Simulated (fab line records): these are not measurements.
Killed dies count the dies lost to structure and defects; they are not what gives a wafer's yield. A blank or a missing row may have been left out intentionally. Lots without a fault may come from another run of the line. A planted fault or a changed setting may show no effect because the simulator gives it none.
The tool behind it: which one? / flow sky130 / 72 wafers from 24 lots sampled at 5 of the route's 708 steps

## WHAT EACH GAUGE READ, for each wafer
SKY_VIA2_OVL_MEAS_13. Usual: VIA2_OVL -2 nm, standard deviation 6.
lot=L075; measured=day 36 01:43; on=overlay-02; VIA2_OVL (nm)=-2 -10 -5; flag=
lot=L074; measured=day 36 02:13; on=overlay-02; VIA2_OVL (nm)=-6 -2 1; flag=
lot=L076; measured=day 37 18:29; on=overlay-01; VIA2_OVL (nm)=6 -3 0; flag=
lot=L077; measured=day 37 19:10; on=overlay-01; VIA2_OVL (nm)=-4 -4 -3; flag=
lot=L078; measured=day 41 00:17; on=overlay-02; VIA2_OVL (nm)=-15 -9 -9; flag=
lot=L079; measured=day 41 01:22; on=overlay-02; VIA2_OVL (nm)=13 3 2; flag=
lot=L080; measured=day 41 01:23; on=overlay-01; VIA2_OVL (nm)=0 5 4; flag=
lot=L083; measured=day 41 01:44; on=overlay-02; VIA2_OVL (nm)=-7 -10 -7; flag=
lot=L085; measured=day 41 02:11; on=overlay-02; VIA2_OVL (nm)=-1 5 -3; flag=
lot=L081; measured=day 41 02:46; on=overlay-01; VIA2_OVL (nm)=-6 -6 -10; flag=
lot=L084; measured=day 41 02:53; on=overlay-01; VIA2_OVL (nm)=4 -2 8; flag=
lot=L082; measured=day 41 03:50; on=overlay-02; VIA2_OVL (nm)=-1 -2 -3; flag=
lot=L086; measured=day 41 06:25; on=overlay-01; VIA2_OVL (nm)=7 1 5; flag=
lot=L088; measured=day 41 08:02; on=overlay-02; VIA2_OVL (nm)=3 2 4; flag=
lot=L087; measured=day 41 08:40; on=overlay-01; VIA2_OVL (nm)=-9 -1 -3; flag=
lot=L089; measured=day 41 10:02; on=overlay-01; VIA2_OVL (nm)=1 10 4; flag=
lot=L090; measured=day 41 10:22; on=overlay-01; VIA2_OVL (nm)=-12 -9 -17; flag=
lot=L091; measured=day 41 10:43; on=overlay-01; VIA2_OVL (nm)=-2 3 -2; flag=
lot=L092; measured=day 41 12:01; on=overlay-01; VIA2_OVL (nm)=-1 6 2; flag=
lot=L093; measured=day 41 19:13; on=overlay-01; VIA2_OVL (nm)=-10 -8 -9; flag=
lot=L094; measured=day 41 22:08; on=overlay-02; VIA2_OVL (nm)=-2 -1 -2; flag=
lot=L095; measured=day 42 00:23; on=overlay-01; VIA2_OVL (nm)=-3 -9 -5; flag=
lot=L096; measured=day 42 07:26; on=overlay-02; VIA2_OVL (nm)=-6 -8 -9; flag=
lot=L097; measured=day 42 23:47; on=overlay-01; VIA2_OVL (nm)=-4 2 0; flag=

## WHICH TOOL RAN EACH LOT (tool, then ch and the chambers of the sampled wafers, then the start)
lot=L075; SKY_LI_CONTACT_CMP_24=cmp-01 ch 0,1, day 28 22:28; SKY_CONTACT_STRIP_19=plasmaAsher-03 ch 0,1, day 31 09:53; SKY_CONTACT_CVD_24=cvdW-02 ch 1, day 31 10:32; SKY_METAL2_SPUTTER_00=pvdSputter-04, day 33 20:44
lot=L074; SKY_LI_CONTACT_CMP_24=cmp-01 ch 0,1,3, day 28 23:53; SKY_CONTACT_STRIP_19=plasmaAsher-04 ch 0,1, day 31 10:02; SKY_CONTACT_CVD_24=cvdW-01 ch 0,1, day 31 10:42; SKY_METAL2_SPUTTER_00=pvdSputter-01, day 33 20:52
lot=L076; SKY_LI_CONTACT_CMP_24=cmp-02 ch 1,3, day 30 18:28; SKY_CONTACT_STRIP_19=plasmaAsher-03 ch 0,1, day 33 04:14; SKY_CONTACT_CVD_24=cvdW-02 ch 0,1, day 33 04:54; SKY_METAL2_SPUTTER_00=pvdSputter-03, day 35 13:01
lot=L077; SKY_LI_CONTACT_CMP_24=cmp-01 ch 0,1,2, day 30 19:38; SKY_CONTACT_STRIP_19=plasmaAsher-01 ch 0,1, day 33 04:18; SKY_CONTACT_CVD_24=cvdW-01 ch 0, day 33 04:57; SKY_METAL2_SPUTTER_00=pvdSputter-04, day 35 13:19
lot=L078; SKY_LI_CONTACT_CMP_24=cmp-01 ch 1,2,3, day 34 04:25; SKY_CONTACT_STRIP_19=plasmaAsher-03 ch 0,1, day 36 11:20; SKY_CONTACT_CVD_24=cvdW-01 ch 1, day 36 11:59; SKY_METAL2_SPUTTER_00=pvdSputter-03, day 38 22:01
lot=L079; SKY_LI_CONTACT_CMP_24=cmp-01 ch 1,2,3, day 34 06:43; SKY_CONTACT_STRIP_19=plasmaAsher-03 ch 0,1, day 36 12:17; SKY_CONTACT_CVD_24=cvdW-01 ch 1, day 36 12:57; SKY_METAL2_SPUTTER_00=pvdSputter-01, day 38 22:17
lot=L080; SKY_LI_CONTACT_CMP_24=cmp-02 ch 0,1,3, day 34 07:49; SKY_CONTACT_STRIP_19=plasmaAsher-04 ch 0,1, day 36 13:26; SKY_CONTACT_CVD_24=cvdW-02 ch 0,1, day 36 14:06; SKY_METAL2_SPUTTER_00=pvdSputter-01, day 38 22:35
lot=L083; SKY_LI_CONTACT_CMP_24=cmp-01 ch 1,2, day 34 09:02; SKY_CONTACT_STRIP_19=plasmaAsher-03 ch 0,1, day 36 14:23; SKY_CONTACT_CVD_24=cvdW-01 ch 0, day 36 15:03; SKY_METAL2_SPUTTER_00=pvdSputter-04, day 38 22:37
lot=L085; SKY_LI_CONTACT_CMP_24=cmp-01 ch 0,1,2, day 34 09:20; SKY_CONTACT_STRIP_19=plasmaAsher-04 ch 0,1, day 36 14:47; SKY_CONTACT_CVD_24=cvdW-02 ch 0,1, day 36 15:26; SKY_METAL2_SPUTTER_00=pvdSputter-03, day 38 22:53
lot=L081; SKY_LI_CONTACT_CMP_24=cmp-01 ch 0,2,3, day 34 10:07; SKY_CONTACT_STRIP_19=plasmaAsher-04 ch 0,1, day 36 15:33; SKY_CONTACT_CVD_24=cvdW-02 ch 0,1, day 36 16:12; SKY_METAL2_SPUTTER_00=pvdSputter-03, day 38 23:55
lot=L084; SKY_LI_CONTACT_CMP_24=cmp-02 ch 0,2,3, day 34 11:06; SKY_CONTACT_STRIP_19=plasmaAsher-03 ch 0,1, day 36 15:59; SKY_CONTACT_CVD_24=cvdW-02 ch 0,1, day 36 16:39; SKY_METAL2_SPUTTER_00=pvdSputter-01, day 39 00:01
lot=L082; SKY_LI_CONTACT_CMP_24=cmp-02 ch 0,2,3, day 34 12:05; SKY_CONTACT_STRIP_19=plasmaAsher-03 ch 0,1, day 36 16:38; SKY_CONTACT_CVD_24=cvdW-02 ch 0,1, day 36 17:21; SKY_METAL2_SPUTTER_00=pvdSputter-04, day 39 00:13
lot=L086; SKY_LI_CONTACT_CMP_24=cmp-01 ch 0,1,2, day 34 13:59; SKY_CONTACT_STRIP_19=plasmaAsher-03 ch 0,1, day 36 20:05; SKY_CONTACT_CVD_24=cvdW-01 ch 0,1, day 36 20:45; SKY_METAL2_SPUTTER_00=pvdSputter-03, day 39 02:41
lot=L088; SKY_LI_CONTACT_CMP_24=cmp-02 ch 0,1,2, day 34 17:14; SKY_CONTACT_STRIP_19=plasmaAsher-03 ch 0,1, day 36 22:40; SKY_CONTACT_CVD_24=cvdW-02 ch 0,1, day 36 23:19; SKY_METAL2_SPUTTER_00=pvdSputter-04, day 39 05:05
lot=L087; SKY_LI_CONTACT_CMP_24=cmp-02 ch 1,2,3, day 34 18:35; SKY_CONTACT_STRIP_19=plasmaAsher-04 ch 0,1, day 36 23:53; SKY_CONTACT_CVD_24=cvdW-02 ch 0,1, day 37 00:52; SKY_METAL2_SPUTTER_00=pvdSputter-01, day 39 05:26
lot=L089; SKY_LI_CONTACT_CMP_24=cmp-01 ch 1,2, day 34 19:23; SKY_CONTACT_STRIP_19=plasmaAsher-03 ch 0,1, day 37 00:14; SKY_CONTACT_CVD_24=cvdW-01 ch 0,1, day 37 01:02; SKY_METAL2_SPUTTER_00=pvdSputter-01, day 39 06:41
lot=L090; SKY_LI_CONTACT_CMP_24=cmp-01 ch 0,2, day 34 20:08; SKY_CONTACT_STRIP_19=plasmaAsher-03 ch 1, day 37 00:37; SKY_CONTACT_CVD_24=cvdW-02 ch 1, day 37 01:22; SKY_METAL2_SPUTTER_00=pvdSputter-04, day 39 07:53
lot=L091; SKY_LI_CONTACT_CMP_24=cmp-01 ch 0,1,3, day 34 20:29; SKY_CONTACT_STRIP_19=plasmaAsher-03 ch 0,1, day 37 02:08; SKY_CONTACT_CVD_24=cvdW-01 ch 0,1, day 37 03:08; SKY_METAL2_SPUTTER_00=pvdSputter-01, day 39 08:11
lot=L092; SKY_LI_CONTACT_CMP_24=cmp-02 ch 0,1,3, day 34 21:37; SKY_CONTACT_STRIP_19=plasmaAsher-04 ch 0,1, day 37 03:41; SKY_CONTACT_CVD_24=cvdW-02 ch 0,1, day 37 04:21; SKY_METAL2_SPUTTER_00=pvdSputter-04, day 39 09:26
lot=L093; SKY_LI_CONTACT_CMP_24=cmp-02 ch 0,2,3, day 35 06:11; SKY_CONTACT_STRIP_19=plasmaAsher-03 ch 0,1, day 37 12:08; SKY_CONTACT_CVD_24=cvdW-02 ch 0,1, day 37 12:48; SKY_METAL2_SPUTTER_00=pvdSputter-01, day 39 18:14
lot=L094; SKY_LI_CONTACT_CMP_24=cmp-02 ch 2,3, day 35 08:29; SKY_CONTACT_STRIP_19=plasmaAsher-03 ch 0,1, day 37 14:11; SKY_CONTACT_CVD_24=cvdW-01 ch 0,1, day 37 14:52; SKY_METAL2_SPUTTER_00=pvdSputter-01, day 39 20:28
lot=L095; SKY_LI_CONTACT_CMP_24=cmp-01 ch 0,1,2, day 35 12:14; SKY_CONTACT_STRIP_19=plasmaAsher-03 ch 0,1, day 37 18:18; SKY_CONTACT_CVD_24=cvdW-02 ch 0,1, day 37 18:57; SKY_METAL2_SPUTTER_00=pvdSputter-03, day 39 23:04
lot=L096; SKY_LI_CONTACT_CMP_24=cmp-02 ch 0,1,2, day 35 20:05; SKY_CONTACT_STRIP_19=plasmaAsher-03 ch 0,1, day 38 00:48; SKY_CONTACT_CVD_24=cvdW-01 ch 0,1, day 38 01:27; SKY_METAL2_SPUTTER_00=pvdSputter-01, day 40 06:37
lot=L097; SKY_LI_CONTACT_CMP_24=cmp-01 ch 2,3, day 36 09:31; SKY_CONTACT_STRIP_19=plasmaAsher-03 ch 0,1, day 38 15:02; SKY_CONTACT_CVD_24=cvdW-01 ch 0,1, day 38 21:08; SKY_METAL2_SPUTTER_00=pvdSputter-01, day 41 00:20
- SKY_LI_CONTACT_CMP_24: polishes, stops on PSG, t overpolish 20 s, target thk 0 nm.
- SKY_CONTACT_STRIP_19: strips in O2/N2.
- SKY_CONTACT_CVD_24: deposits W, target thk 340 nm, time 102.12 s.
- SKY_METAL2_SPUTTER_00: material Ti, target thk 15 nm, time 10 s.

## WHAT THE TOOLS THEMSELVES READ (means of the sampled wafers that have a number; where no wafer has one, the mark that the record gives instead)
SKY_LI_CONTACT_CMP_24. Usual: headPressurePsi 3.499 psi, standard deviation 0.0078; motorCurrentA 11.1 A, standard deviation 1.1; overpolishRunS 20.000 s, standard deviation 0.009; retainingRingPressureFrac 1.000, standard deviation 0.0048; timeToEndpointS 96 s, standard deviation 4.6.
lot=L075; tool=cmp-01; headPressurePsi (psi)=3.506; motorCurrentA (A)=11.1; overpolishRunS (s)=19.990; retainingRingPressureFrac=1.000; timeToEndpointS (s)=93; flag=
lot=L074; tool=cmp-01; headPressurePsi (psi)=3.503; motorCurrentA (A)=10.6; overpolishRunS (s)=19.997; retainingRingPressureFrac=1.001; timeToEndpointS (s)=96; flag=
lot=L076; tool=cmp-02; headPressurePsi (psi)=3.500; motorCurrentA (A)=10.6; overpolishRunS (s)=19.997; retainingRingPressureFrac=1.000; timeToEndpointS (s)=95; flag=
lot=L077; tool=cmp-01; headPressurePsi (psi)=3.498; motorCurrentA (A)=11.5; overpolishRunS (s)=19.998; retainingRingPressureFrac=1.003; timeToEndpointS (s)=94; flag=
lot=L078; tool=cmp-01; headPressurePsi (psi)=3.492; motorCurrentA (A)=11.1; overpolishRunS (s)=20.003; retainingRingPressureFrac=0.998; timeToEndpointS (s)=95; flag=
lot=L079; tool=cmp-01; headPressurePsi (psi)=3.501; motorCurrentA (A)=11.5; overpolishRunS (s)=20.004; retainingRingPressureFrac=0.991; timeToEndpointS (s)=95; flag=
lot=L080; tool=cmp-02; headPressurePsi (psi)=3.496; motorCurrentA (A)=10.7; overpolishRunS (s)=20.003; retainingRingPressureFrac=1.000; timeToEndpointS (s)=95; flag=
lot=L083; tool=cmp-01; headPressurePsi (psi)=3.496; motorCurrentA (A)=11.0; overpolishRunS (s)=19.998; retainingRingPressureFrac=0.997; timeToEndpointS (s)=99; flag=
lot=L085; tool=cmp-01; headPressurePsi (psi)=3.502; motorCurrentA (A)=11.7; overpolishRunS (s)=20.006; retainingRingPressureFrac=1.002; timeToEndpointS (s)=92; flag=
lot=L081; tool=cmp-01; headPressurePsi (psi)=3.493; motorCurrentA (A)=12.0; overpolishRunS (s)=19.988; retainingRingPressureFrac=0.999; timeToEndpointS (s)=93; flag=
lot=L084; tool=cmp-02; headPressurePsi (psi)=3.498; motorCurrentA (A)=10.9; overpolishRunS (s)=20.008; retainingRingPressureFrac=1.003; timeToEndpointS (s)=100; flag=
lot=L082; tool=cmp-02; headPressurePsi (psi)=3.500; motorCurrentA (A)=11.0; overpolishRunS (s)=19.999; retainingRingPressureFrac=1.000; timeToEndpointS (s)=102; flag=
lot=L086; tool=cmp-01; headPressurePsi (psi)=3.494; motorCurrentA (A)=11.4; overpolishRunS (s)=19.997; retainingRingPressureFrac=1.004; timeToEndpointS (s)=90; flag=
lot=L088; tool=cmp-02; headPressurePsi (psi)=3.500; motorCurrentA (A)=10.5; overpolishRunS (s)=20.003; retainingRingPressureFrac=1.000; timeToEndpointS (s)=95; flag=
lot=L087; tool=cmp-02; headPressurePsi (psi)=3.509; motorCurrentA (A)=10.7; overpolishRunS (s)=20.006; retainingRingPressureFrac=0.998; timeToEndpointS (s)=98; flag=
lot=L089; tool=cmp-01; headPressurePsi (psi)=3.497; motorCurrentA (A)=11.8; overpolishRunS (s)=19.995; retainingRingPressureFrac=1.001; timeToEndpointS (s)=93; flag=
lot=L090; tool=cmp-01; headPressurePsi (psi)=3.497; motorCurrentA (A)=12.3; overpolishRunS (s)=19.992; retainingRingPressureFrac=0.998; timeToEndpointS (s)=93; flag=
lot=L091; tool=cmp-01; headPressurePsi (psi)=3.501; motorCurrentA (A)=11.1; overpolishRunS (s)=19.994; retainingRingPressureFrac=1.000; timeToEndpointS (s)=96; flag=
lot=L092; tool=cmp-02; headPressurePsi (psi)=3.498; motorCurrentA (A)=10.4; overpolishRunS (s)=19.998; retainingRingPressureFrac=0.998; timeToEndpointS (s)=101; flag=
lot=L093; tool=cmp-02; headPressurePsi (psi)=3.498; motorCurrentA (A)=10.5; overpolishRunS (s)=19.992; retainingRingPressureFrac=1.002; timeToEndpointS (s)=99; flag=
lot=L094; tool=cmp-02; headPressurePsi (psi)=3.504; motorCurrentA (A)=11.2; overpolishRunS (s)=20.002; retainingRingPressureFrac=1.002; timeToEndpointS (s)=97; flag=
lot=L095; tool=cmp-01; headPressurePsi (psi)=3.502; motorCurrentA (A)=12.2; overpolishRunS (s)=19.995; retainingRingPressureFrac=1.001; timeToEndpointS (s)=94; flag=
lot=L096; tool=cmp-02; headPressurePsi (psi)=3.500; motorCurrentA (A)=10.4; overpolishRunS (s)=19.994; retainingRingPressureFrac=1.002; timeToEndpointS (s)=93; flag=
lot=L097; tool=cmp-01; headPressurePsi (psi)=3.497; motorCurrentA (A)=11.6; overpolishRunS (s)=20.011; retainingRingPressureFrac=1.005; timeToEndpointS (s)=95; flag=

SKY_CONTACT_STRIP_19. Usual: drypumpMotorCurrentA 5.5 A, standard deviation 0.52; oesProductAu 0.381 a.u., standard deviation 0.0046; stripTimeToEndpointS 3.61 s, standard deviation 0.041.
lot=L075; tool=plasmaAsher-03; drypumpMotorCurrentA (A)=5.2; oesProductAu (a.u.)=0.382; stripTimeToEndpointS (s)=3.60; flag=
lot=L074; tool=plasmaAsher-04; drypumpMotorCurrentA (A)=6.1; oesProductAu (a.u.)=0.380; stripTimeToEndpointS (s)=3.59; flag=
lot=L076; tool=plasmaAsher-03; drypumpMotorCurrentA (A)=5.5; oesProductAu (a.u.)=0.377; stripTimeToEndpointS (s)=3.57; flag=
lot=L077; tool=plasmaAsher-01; drypumpMotorCurrentA (A)=5.5; oesProductAu (a.u.)=0.381; stripTimeToEndpointS (s)=3.61; flag=
lot=L078; tool=plasmaAsher-03; drypumpMotorCurrentA (A)=5.5; oesProductAu (a.u.)=0.383; stripTimeToEndpointS (s)=3.61; flag=
lot=L079; tool=plasmaAsher-03; drypumpMotorCurrentA (A)=5.2; oesProductAu (a.u.)=0.379; stripTimeToEndpointS (s)=3.56; flag=
lot=L080; tool=plasmaAsher-04; drypumpMotorCurrentA (A)=6.1; oesProductAu (a.u.)=0.386; stripTimeToEndpointS (s)=3.58; flag=
lot=L083; tool=plasmaAsher-03; drypumpMotorCurrentA (A)=5.5; oesProductAu (a.u.)=0.379; stripTimeToEndpointS (s)=3.65; flag=
lot=L085; tool=plasmaAsher-04; drypumpMotorCurrentA (A)=6.1; oesProductAu (a.u.)=0.380; stripTimeToEndpointS (s)=3.58; flag=
lot=L081; tool=plasmaAsher-04; drypumpMotorCurrentA (A)=6.1; oesProductAu (a.u.)=0.378; stripTimeToEndpointS (s)=3.57; flag=
lot=L084; tool=plasmaAsher-03; drypumpMotorCurrentA (A)=5.2; oesProductAu (a.u.)=0.381; stripTimeToEndpointS (s)=3.65; flag=
lot=L082; tool=plasmaAsher-03; drypumpMotorCurrentA (A)=5.2; oesProductAu (a.u.)=0.382; stripTimeToEndpointS (s)=3.59; flag=
lot=L086; tool=plasmaAsher-03; drypumpMotorCurrentA (A)=5.5; oesProductAu (a.u.)=0.382; stripTimeToEndpointS (s)=3.59; flag=
lot=L088; tool=plasmaAsher-03; drypumpMotorCurrentA (A)=5.2; oesProductAu (a.u.)=0.382; stripTimeToEndpointS (s)=3.61; flag=
lot=L087; tool=plasmaAsher-04; drypumpMotorCurrentA (A)=6.1; oesProductAu (a.u.)=0.385; stripTimeToEndpointS (s)=3.64; flag=
lot=L089; tool=plasmaAsher-03; drypumpMotorCurrentA (A)=5.5; oesProductAu (a.u.)=0.381; stripTimeToEndpointS (s)=3.62; flag=
lot=L090; tool=plasmaAsher-03; drypumpMotorCurrentA (A)=4.9; oesProductAu (a.u.)=0.388; stripTimeToEndpointS (s)=3.63; flag=
lot=L091; tool=plasmaAsher-03; drypumpMotorCurrentA (A)=5.2; oesProductAu (a.u.)=0.384; stripTimeToEndpointS (s)=3.62; flag=
lot=L092; tool=plasmaAsher-04; drypumpMotorCurrentA (A)=6.1; oesProductAu (a.u.)=0.385; stripTimeToEndpointS (s)=3.65; flag=
lot=L093; tool=plasmaAsher-03; drypumpMotorCurrentA (A)=5.2; oesProductAu (a.u.)=0.386; stripTimeToEndpointS (s)=3.64; flag=
lot=L094; tool=plasmaAsher-03; drypumpMotorCurrentA (A)=5.5; oesProductAu (a.u.)=0.380; stripTimeToEndpointS (s)=3.60; flag=
lot=L095; tool=plasmaAsher-03; drypumpMotorCurrentA (A)=5.5; oesProductAu (a.u.)=0.382; stripTimeToEndpointS (s)=3.58; flag=
lot=L096; tool=plasmaAsher-03; drypumpMotorCurrentA (A)=5.2; oesProductAu (a.u.)=0.385; stripTimeToEndpointS (s)=3.62; flag=
lot=L097; tool=plasmaAsher-03; drypumpMotorCurrentA (A)=5.5; oesProductAu (a.u.)=0.383; stripTimeToEndpointS (s)=3.64; flag=

SKY_CONTACT_CVD_24. Usual: heaterPowerW 771 W, standard deviation 72.
lot=L075; tool=cvdW-02; heaterPowerW (W)=877; flag=
lot=L074; tool=cvdW-01; heaterPowerW (W)=728; flag=
lot=L076; tool=cvdW-02; heaterPowerW (W)=786; flag=
lot=L077; tool=cvdW-01; heaterPowerW (W)=699; flag=
lot=L078; tool=cvdW-01; heaterPowerW (W)=759; flag=
lot=L079; tool=cvdW-01; heaterPowerW (W)=749; flag=
lot=L080; tool=cvdW-02; heaterPowerW (W)=787; flag=
lot=L083; tool=cvdW-01; heaterPowerW (W)=699; flag=
lot=L085; tool=cvdW-02; heaterPowerW (W)=835; flag=
lot=L081; tool=cvdW-02; heaterPowerW (W)=832; flag=
lot=L084; tool=cvdW-02; heaterPowerW (W)=831; flag=
lot=L082; tool=cvdW-02; heaterPowerW (W)=830; flag=
lot=L086; tool=cvdW-01; heaterPowerW (W)=728; flag=
lot=L088; tool=cvdW-02; heaterPowerW (W)=783; flag=
lot=L087; tool=cvdW-02; heaterPowerW (W)=823; flag=
lot=L089; tool=cvdW-01; heaterPowerW (W)=710; flag=
lot=L090; tool=cvdW-02; heaterPowerW (W)=886; flag=
lot=L091; tool=cvdW-01; heaterPowerW (W)=711; flag=
lot=L092; tool=cvdW-02; heaterPowerW (W)=791; flag=
lot=L093; tool=cvdW-02; heaterPowerW (W)=782; flag=
lot=L094; tool=cvdW-01; heaterPowerW (W)=705; flag=
lot=L095; tool=cvdW-02; heaterPowerW (W)=776; flag=
lot=L096; tool=cvdW-01; heaterPowerW (W)=711; flag=
lot=L097; tool=cvdW-01; heaterPowerW (W)=709; flag=

SKY_METAL2_SPUTTER_00. Usual: throttleValvePct 29.9 %, standard deviation 1.1.
lot=L075; tool=pvdSputter-04; throttleValvePct (%)=29.9; flag=
lot=L074; tool=pvdSputter-01; throttleValvePct (%)=29.3; flag=
lot=L076; tool=pvdSputter-03; throttleValvePct (%)=30.8; flag=
lot=L077; tool=pvdSputter-04; throttleValvePct (%)=29.6; flag=
lot=L078; tool=pvdSputter-03; throttleValvePct (%)=31.4; flag=
lot=L079; tool=pvdSputter-01; throttleValvePct (%)=29.3; flag=
lot=L080; tool=pvdSputter-01; throttleValvePct (%)=29.3; flag=
lot=L083; tool=pvdSputter-04; throttleValvePct (%)=29.9; flag=
lot=L085; tool=pvdSputter-03; throttleValvePct (%)=31.7; flag=
lot=L081; tool=pvdSputter-03; throttleValvePct (%)=30.7; flag=
lot=L084; tool=pvdSputter-01; throttleValvePct (%)=29.4; flag=
lot=L082; tool=pvdSputter-04; throttleValvePct (%)=29.5; flag=
lot=L086; tool=pvdSputter-03; throttleValvePct (%)=31.6; flag=
lot=L088; tool=pvdSputter-04; throttleValvePct (%)=29.3; flag=
lot=L087; tool=pvdSputter-01; throttleValvePct (%)=29.4; flag=
lot=L089; tool=pvdSputter-01; throttleValvePct (%)=29.4; flag=
lot=L090; tool=pvdSputter-04; throttleValvePct (%)=30.3; flag=
lot=L091; tool=pvdSputter-01; throttleValvePct (%)=29.4; flag=
lot=L092; tool=pvdSputter-04; throttleValvePct (%)=30.1; flag=
lot=L093; tool=pvdSputter-01; throttleValvePct (%)=28.6; flag=
lot=L094; tool=pvdSputter-01; throttleValvePct (%)=29.4; flag=
lot=L095; tool=pvdSputter-03; throttleValvePct (%)=31.2; flag=
lot=L096; tool=pvdSputter-01; throttleValvePct (%)=29.7; flag=
lot=L097; tool=pvdSputter-01; throttleValvePct (%)=29.4; flag=

## THE ANSWER, worked out from the rows above alone
Rule: a lot is off if the mean of its wafers that have a number lies more than 3 standard deviations from the usual mean. Also off: a lot with no number at a reading for which 4 or more lots have one. Any other lot the step has rows for is counted as sound. The gauges are gone through in route order, then the tools' own readings, and for those a lot's mean is taken as printed above. The first step at which some lot is off is used, and at that step the reading that is off furthest; a lot without a number counts as furthest.
Across all readings shown, no lot is off: no conclusion can be drawn from this.

## WHAT WAS PUT IN BY THE SIMULATOR
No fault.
